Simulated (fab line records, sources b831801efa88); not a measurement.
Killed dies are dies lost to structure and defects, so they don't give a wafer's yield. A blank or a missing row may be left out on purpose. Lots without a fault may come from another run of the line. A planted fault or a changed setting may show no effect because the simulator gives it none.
Which tool did it? | flow sky130 | 11 lots, 33 wafers sampled, at 7 steps of a route of 708

WHAT THE GAUGES READ, wafer by wafer
SKY_POLY_GATE_THK_MEAS_04. Usual: POLY_GATE_CVD_03_THK 75.4 nm, standard deviation 0.82.
lot  | measured     | on            | POLY_GATE_CVD_03_THK (nm) | flag
L386 | day 16 09:50 | film_metro-01 | 74.1 74.4 74.1            |
L389 | day 17 19:19 | film_metro-02 | 75.2 75.2 74.7            |
L390 | day 17 23:40 | film_metro-04 | 76.0 76.3 76.3            |
L392 | day 18 18:32 | film_metro-04 | 76.5 75.1 75.3            |
L394 | day 20 01:19 | film_metro-01 | 74.3 75.1 75.0            |
L396 | day 21 00:05 | film_metro-04 | 74.0 74.5 75.3            |
L399 | day 21 21:28 | film_metro-04 | 76.0 76.3 76.7            |
L400 | day 21 23:52 | film_metro-02 | 77.1 75.8 76.6            |
L401 | day 22 07:35 | film_metro-01 | 75.7 75.6 75.1            |
L402 | day 22 13:38 | film_metro-04 | 76.0 76.4 76.4            |
L403 | day 22 15:17 | film_metro-04 | 76.2 76.5 76.2            |

SKY_SD_P_CD_MEAS_07: target cd 380 nm. Usual: cd_nm 379.2 nm, standard deviation 3.
lot  | measured     | on        | cd_nm (nm)        | flag
L386 | day 26 16:56 | cd_sem-02 | - - -             | OFF
L389 | day 28 03:52 | cd_sem-02 | 384.2 384.7 386.5 |
L390 | day 28 07:51 | cd_sem-02 | 379.1 379.8 379.8 |
L392 | day 29 00:36 | cd_sem-01 | 380.3 378.1 381.3 |
L394 | day 30 04:56 | cd_sem-01 | 380.2 383.7 380.0 |
L396 | day 31 03:52 | cd_sem-02 | 380.5 379.8 379.8 |
L399 | day 31 19:50 | cd_sem-01 | 381.5 381.7 382.1 |
L400 | day 31 22:14 | cd_sem-02 | 378.8 379.0 379.0 |
L401 | day 32 06:41 | cd_sem-01 | 378.7 379.2 379.1 |
L402 | day 32 08:15 | cd_sem-01 | 377.2 375.1 376.4 |
L403 | day 32 11:40 | cd_sem-01 | 374.5 375.9 373.6 |

SKY_SD_P_TW_MEAS_11. Usual: SD_P_TW 2829, standard deviation 24.
lot  | measured     | on            | SD_P_TW        | flag
L386 | day 26 17:20 | film_metro-02 | 30 30 30       | OFF
L389 | day 28 04:16 | film_metro-02 | 2814 2846 2831 |
L390 | day 28 08:15 | film_metro-02 | 2834 2818 2834 |
L392 | day 29 00:59 | film_metro-01 | 2804 2811 2816 |
L394 | day 30 05:20 | film_metro-04 | 2868 2860 2862 |
L396 | day 31 04:15 | film_metro-02 | 2842 2832 2858 |
L399 | day 31 20:14 | film_metro-01 | 2816 2799 2812 |
L400 | day 31 22:38 | film_metro-04 | 2863 2868 2873 |
L401 | day 32 07:05 | film_metro-04 | 2856 2858 2855 |
L402 | day 32 08:37 | film_metro-02 | 2841 2843 2848 |
L403 | day 32 12:04 | film_metro-01 | 2807 2803 2806 |

SKY_RES_XHIGH_TW_MEAS_09. Usual: RES_XHIGH_TW 1634, standard deviation 15.
lot  | measured     | on            | RES_XHIGH_TW   | flag
L386 | day 27 22:20 | film_metro-04 | 2906 2918 2910 | OFF
L389 | day 29 08:24 | film_metro-01 | 1629 1622 1621 |
L390 | day 29 12:53 | film_metro-02 | 1633 1632 1628 |
L392 | day 30 04:49 | film_metro-02 | 1635 1625 1627 |
L394 | day 31 09:11 | film_metro-04 | 1660 1659 1658 |
L396 | day 32 07:43 | film_metro-04 | 1649 1649 1651 |
L399 | day 33 00:02 | film_metro-04 | 1638 1642 1645 |
L400 | day 33 01:45 | film_metro-04 | 1641 1651 1649 |
L401 | day 33 10:08 | film_metro-02 | 1618 1623 1623 |
L402 | day 33 12:16 | film_metro-04 | 1640 1643 1648 |
L403 | day 33 14:54 | film_metro-04 | 1647 1646 1635 |

SKY_SD_N_RS_MEAS_16: measures by four-point-probe. Usual: SD_N_RS 68.57 ohm/sq, standard deviation 0.11.
lot  | measured     | on            | SD_N_RS (ohm/sq)  | flag
L386 | day 29 03:45 | film_metro-01 | 68.45 68.64 68.58 |
L389 | day 30 12:39 | film_metro-01 | 68.41 68.34 68.41 |
L390 | day 30 17:11 | film_metro-04 | 68.54 68.39 68.71 |
L392 | day 31 09:14 | film_metro-02 | 68.53 68.45 68.51 |
L394 | day 32 13:41 | film_metro-02 | 68.30 68.27 68.54 |
L396 | day 33 12:06 | film_metro-01 | 68.58 68.56 68.53 |
L399 | day 34 03:50 | film_metro-01 | 68.61 68.32 68.68 |
L400 | day 34 05:26 | film_metro-04 | 68.75 68.56 68.56 |
L401 | day 34 13:05 | film_metro-04 | 68.60 68.53 68.69 |
L402 | day 34 14:50 | film_metro-04 | 68.64 68.50 68.62 |
L403 | day 34 18:28 | film_metro-02 | 68.70 68.53 68.58 |

WHICH TOOL RAN EACH LOT (tool, then ch and the chambers of the sampled wafers, then the start)
lot  | SKY_POLY_CUT_ETCH_10               | SKY_SD_P_EXPOSE_04
L386 | rie_diel-04 ch 2,3, day 25 11:11   | iline_stepper-02 ch 0, day 26 02:52
L389 | rie_diel-03 ch 0,3, day 26 22:53   | iline_stepper-01 ch 0, day 27 13:32
L390 | rie_diel-04 ch 1,2, day 27 02:53   | iline_stepper-01 ch 0, day 27 18:02
L392 | rie_diel-03 ch 0,1, day 27 20:12   | iline_stepper-02 ch 0, day 28 10:22
L394 | rie_diel-03 ch 0,2,3, day 29 00:59 | iline_stepper-02 ch 0, day 29 14:56
L396 | rie_diel-04 ch 1,2, day 30 00:02   | iline_stepper-02 ch 0, day 30 13:49
L399 | rie_diel-04 ch 0,1,2, day 30 16:05 | iline_stepper-01 ch 0, day 31 06:16
L400 | rie_diel-04 ch 0,2, day 30 18:17   | iline_stepper-01 ch 0, day 31 08:20
L401 | rie_diel-03 ch 0,1,3, day 31 02:53 | iline_stepper-02 ch 0, day 31 17:02
L402 | rie_diel-03 ch 0,1, day 31 05:05   | iline_stepper-01 ch 0, day 31 19:04
L403 | rie_diel-02 ch 0,3, day 31 08:11   | iline_stepper-02 ch 0, day 31 22:20
- SKY_POLY_CUT_ETCH_10: etches BARC in N2/H2, stops on SiO2, time 45.9 s, target depth 60 nm.
- SKY_SD_P_EXPOSE_04: exposes mask PSDM, target cd 380 nm.

WHAT THE TOOLS THEMSELVES READ (means of the sampled wafers that have a number; where no wafer has one, the mark that the record gives instead)
SKY_POLY_CUT_ETCH_10. Usual: drypump_motor_current_A 5.7 A, standard deviation 0.44; oes_product_au 0.851 a.u., standard deviation 0.0046; throttle_valve_pct 13.224 %, standard deviation 0.0088.
lot  | tool        | drypump_motor_current_A (A) | oes_product_au (a.u.) | throttle_valve_pct (%) | flag
L386 | rie_diel-04 | 5.5                         | 0.851                 | 13.218                 |
L389 | rie_diel-03 | 5.8                         | 0.852                 | 13.217                 |
L390 | rie_diel-04 | 5.0                         | 0.852                 | 13.225                 |
L392 | rie_diel-03 | 5.9                         | 0.849                 | 13.231                 |
L394 | rie_diel-03 | 5.6                         | 0.847                 | 13.216                 |
L396 | rie_diel-04 | 5.0                         | 0.850                 | 13.220                 |
L399 | rie_diel-04 | 5.5                         | 0.849                 | 13.220                 |
L400 | rie_diel-04 | 6.0                         | 0.845                 | 13.225                 |
L401 | rie_diel-03 | 5.8                         | 0.851                 | 13.220                 |
L402 | rie_diel-03 | 5.9                         | 0.853                 | 13.230                 |
L403 | rie_diel-02 | 5.8                         | 0.854                 | 13.222                 |

THE ANSWER, worked out from the rows above alone
Rule: a lot is off if the mean of its wafers that have a number lies more than 3 standard deviations from the usual mean. A lot without any number at a reading at which 4 lots or more have one is off too. The other lots that the step has rows for count as sound. The gauges are gone through in route order, then the tools' own readings, and for those a lot's mean is taken as printed above. The first step at which some lot is off is used, and at that step the reading that is off furthest; a lot without a number counts as furthest.
Off: L386, at SKY_SD_P_CD_MEAS_07 (cd_nm). Without a number there: L386.
A tool fits if, at a process step before that reading, it ran every lot that is off, and no sound lot after the first of them. The gauges at SKY_SD_P_CD_MEAS_07 aren't tried: what is off there is off at SKY_SD_P_TW_MEAS_11 too, on other tools, and a gauge's error can't cause that. None of those tried fits.

WHAT THE SIMULATOR HAD PUT IN
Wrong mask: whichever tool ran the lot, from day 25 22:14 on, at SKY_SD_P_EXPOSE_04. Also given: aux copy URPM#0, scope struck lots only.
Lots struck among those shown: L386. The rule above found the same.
